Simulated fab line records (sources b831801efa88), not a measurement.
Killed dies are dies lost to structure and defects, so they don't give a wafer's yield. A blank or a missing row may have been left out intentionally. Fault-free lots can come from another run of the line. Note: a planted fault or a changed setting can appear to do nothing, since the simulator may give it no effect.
A struck lot beside a sound one    flow sky130    36 steps out of a route of 708
Sound: these wafers, L189.2, L189.3, L189.5. The struck wafers were L198.1, L198.4, L198.6. Last of all comes the cause.
Order at every step that has rows: each side's tool, ch and its chambers, its first start. Under that, the readings that differ: sound wafers    struck wafers    difference of the means    sigmas: that difference in standard deviations of wafers without a fault.
alike: same words and numbers on both sides, and readings whose means sit less than 2 such deviations apart. not compared: any withheld reading, any reading some wafer has no value for, any bound like >300 that may hide the same value, and any number with overlapping values for which the record gives no deviation.
The two part at a step that has a row with sigmas, a row that says differs or no value, or rows on one side only. Non-overlapping numbers with no deviation appear without sigmas and do not part them. Lack of a reading on every wafer of one side parts them only where that side has two or more wafers.

first, 10 steps without rows for these wafers: SKY_GATE_OXIDE_COAT_05 (resist thk 1140 nm); SKY_GATE_OXIDE_SOFTBAKE_06 (time 60 s); SKY_GATE_OXIDE_EXPOSE_07 (exposes mask LVOM, target cd 600 nm); SKY_GATE_OXIDE_PEB_08; SKY_GATE_OXIDE_DEVELOP_09 (develop time 60 s); SKY_GATE_OXIDE_IMPLANT_11; SKY_GATE_OXIDE_WET_ETCH_12 (etches SiO2 in dHF, target depth 16.8 nm, time 336 s); SKY_GATE_OXIDE_STRIP_13 (strips in O2/N2); SKY_GATE_OXIDE_CLEAN_15 (cleans in SC1/SC2, time 150 s); SKY_GATE_OXIDE_OXIDATION_16 (stabilise 600 s, purge 300 s, target thk 3.57 nm).
SKY_POLY_GATE_CVD_00: deposits poly-Si, target thk 180 nm, time 720 s.
  sound on lpcvd-01 ch 1, day 14 22:25; struck on lpcvd-01 ch 0, day 18 01:55
reading                                       sound              struck             difference  sigmas
spikeTcCentreC (C)                            619.6 619.4 619.9  587.4 587.3 587.3  -32.3       -32
zonePowerCentrePct (%)                        8.9 8.9 9.2        3.9 3.8 3.9        -5.1        -12
zonePowerLowerPct (%)                         8.37 8.37 8.39     11.61 11.55 11.44  +3.16       +18
model.poly-Si_of_POLY_GATE_CVD_00.thkNm (nm)  180.2 178.9 179    172.8 159.1 144.7  -20.5       
  alike: spikeTcLowerC, spikeTcUpperC, zonePowerUpperPct
SKY_POLY_GATE_THK_MEAS_01:
  sound: filmMetro-04 at day 14 23:37; struck: filmMetro-01 at day 18 03:07
reading                    sound              struck             difference  sigmas
POLY_GATE_CVD_00_THK (nm)  180.2 178.9 178.8  172.7 159.2 144.8  -20.4       -12
then, 9 steps without rows for these wafers: SKY_RES_PROTECT_DEHYDRATE_00 (time 60 s); SKY_RES_PROTECT_HMDS_01 (prime time 60 s); SKY_RES_PROTECT_COAT_02 (resist thk 1140 nm); SKY_RES_PROTECT_SOFTBAKE_03 (time 60 s); SKY_RES_PROTECT_EXPOSE_04 (exposes mask RPM, target cd 1270 nm); SKY_RES_PROTECT_PEB_05; SKY_RES_PROTECT_DEVELOP_06 (develop time 60 s); SKY_POLY_GATE_IMPLANT_02; SKY_RES_PROTECT_STRIP_07 (strips in O2/N2).
SKY_RES_PROTECT_CLEAN_09: cleans in SC1/SC2, time 150 s.
  sound on wetBench-03 ch 0, day 16 03:12; struck on wetBench-03 ch 1, day 19 09:55
reading                                       sound              struck             difference  sigmas
model.poly-Si_of_POLY_GATE_CVD_00.thkNm (nm)  179.6 178.2 178.3  172.1 158.4 144.1  -20.5       
then, 11 steps without rows for these wafers: SKY_POLY_GATE_CVD_03 (deposits Si3N4 from DCS/NH3, target thk 75 nm, time 1290 s); SKY_POLY_GATE_DEHYDRATE_05 (time 60 s); SKY_POLY_GATE_HMDS_06 (prime time 60 s); SKY_POLY_GATE_COAT_07 (resist thk 110 nm); SKY_POLY_GATE_COAT_08 (resist thk 450 nm); SKY_POLY_GATE_SOFTBAKE_09 (time 90 s); SKY_POLY_GATE_EXPOSE_10 (exposes mask P1M, target cd 150 nm); SKY_POLY_GATE_PEB_11; SKY_POLY_GATE_DEVELOP_12 (develop time 60 s); SKY_POLY_GATE_ETCH_15 (etches BARC in N2/H2, stops on SiO2, time 118.5 s, target depth 110 nm); SKY_POLY_GATE_ETCH_16 (etches Si3N4 in CH3F/O2, stops on poly-Si, time 147.5 s, target depth 75 nm).
SKY_POLY_GATE_ETCH_17: etches poly-Si in HBr/Cl2, stops on SiO2, target depth 180 nm, time 70.5 s.
  sound on rieSi-01 ch 1,2,3, day 17 10:41; struck on rieSi-02 ch 0,1, day 20 19:09
reading                              sound              struck             difference  sigmas
mfcCl2Sccm (sccm)                    49.95 49.84 50.12  50.33 50.12 50.40  +0.31       +2
oesProductAu (a.u.)                  0.992 0.971 0.977  0.970 0.906 0.848  -0.072      -10
model.etch.depthNm (nm)              179.6 178.2 178.3  172.1 158.4 144.1  -20.5       
model.POLY_GATE.featureDepthNm (nm)  179.6 178.2 178.3  172.1 158.4 144.1  -20.5       
  alike: drypumpMotorCurrentA, throttleValvePct
  not compared: rfHoursCounterH
then, 1 step without rows for these wafers: SKY_POLY_GATE_STRIP_18 (strips in O2/N2).
-- a jump in the record: the struck wafers' starts before and after are 28 days apart (it breaks off in module POLY_GATE and resumes in module PAD_OPEN, where the first step shown is number 708 of the route) --
SKY_PAD_OPEN_PROBE_99:
  sound: prober-01 at day 46 13:02; struck: prober-01 at day 48 11:42
reading                          sound              struck             difference  sigmas
model.etest.resHighPo.lineOhmUm  729.7 764.3 756.6  770.5 854.8 914.8  +96.5       
model.etest.resPoly.lineOhmUm    507.8 498.6 506.9  522.9 574.4 632.7  +72.2       
model.etest.tipSonos.rsOhmSq     2758 2793 2779     2618 2531 2558     -208        
model.etest.resHighPo.rsOhmSq    259.6 266.8 264.4  269.9 297.8 325.9  +34.3       
model.etest.resPoly.rsOhmSq      48.03 48.62 48.32  50.34 54.66 59.97  +6.67       
model.etest.capLiToPoly.cAfUm2   100.5 99.43 99.46  94.54 92 90.52     -7.44       
  alike: killed_at_M0_to_M3, killed_at_M4_up, killedAtContacts, killedAtFrontEnd, killedAtOther, killedDies, killedOpen, killedShort

## WHERE THEY PART
At SKY_POLY_GATE_CVD_00 first; at SKY_POLY_GATE_ETCH_17 last (within this record only). Later steps at which nothing parts them and some readings are alike: SKY_PAD_OPEN_PROBE_99.

WHY: what had been put in by the simulator
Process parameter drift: lpcvd-01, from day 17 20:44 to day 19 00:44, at SKY_POLY_GATE_CVD_00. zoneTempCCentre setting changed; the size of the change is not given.
